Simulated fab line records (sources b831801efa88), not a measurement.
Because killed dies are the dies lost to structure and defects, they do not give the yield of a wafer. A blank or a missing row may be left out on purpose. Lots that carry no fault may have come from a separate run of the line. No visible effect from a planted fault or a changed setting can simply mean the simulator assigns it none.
Chamber matching	flow gf180mcu	GF_V5_CVD_00 on hdpcvd-01 has 3 sister chambers
The step deposits SiO2, target thk 300 nm, time 50 s. 16 wafers are shown with their chamber, then 8 later ones without.

## WAFERS PAIRED WITH THEIR CHAMBERS
wafer	chamber	pressure_mtorr (mTorr)	susceptor_temp_C (C)
L761.2	0	6.009	400.12
L761.3	1	6.004	400.01
L761.4	1	6.016	400.12
L762.1	0	5.970	400.18
L762.2	2	6.003	399.99
L762.4	1	5.972	399.71
L765.2	0	5.998	400.15
L765.4	1	5.999	400.08
L765.5	0	5.998	399.81
L777.2	0	5.998	399.76
L777.5	1	6.005	399.75
L777.6	2	6.012	400.28
L778.1	2	6.035	399.97
L778.4	0	5.994	400.05
L778.6	1	6.003	399.91
L780.2	1	6.019	400.09

SIGNATURES (means of the wafers above)
reading	chamber 0	chamber 1	chamber 2	scatter within a chamber
pressure_mtorr	5.99450	6.00257	6.01667	0.0147
susceptor_temp_C	400.0117	399.9529	400.0800	0.174
Rule: a wafer's distance from a chamber is the root of the sum, over the readings, of the square of ((its reading less the chamber's mean) divided by the reading's scatter). The wafer belongs to the nearest chamber; if the next one is less than 2 further off, it can't be placed. The scatter: the root of (the sum of the squares of (reading less its chamber's mean) over the shown wafers, divided by (wafers less chambers)).

## WAFERS WHOSE CHAMBER IS MISSING
wafer	pressure_mtorr (mTorr)	susceptor_temp_C (C)
L780.3	5.987	400.19
L780.6	6.012	399.94
L782.2	5.989	399.45
L782.3	5.986	399.69
L782.6	5.983	399.73
L783.1	5.993	399.55
L783.2	6.011	400.27
L783.5	6.002	400.67

## WHICH CHAMBER EACH WENT THROUGH
wafer	from the rows above	in truth
L780.3	can't be placed: 0 or 1 or 2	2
L780.6	can't be placed: 1 or 2 or 0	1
L782.2	can't be placed: 1 or 0 or 2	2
L782.3	can't be placed: 1 or 0 or 2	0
L782.6	can't be placed: 0 or 1 or 2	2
L783.1	can't be placed: 1 or 0 or 2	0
L783.2	can't be placed: 2 or 0 or 1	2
L783.5	can't be placed: 2 or 0 or 1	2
Placed correctly: 0 of 8. From these rows, 8 cannot be placed; in 8 the true chamber is one of the candidates. Wrongly placed: 0.
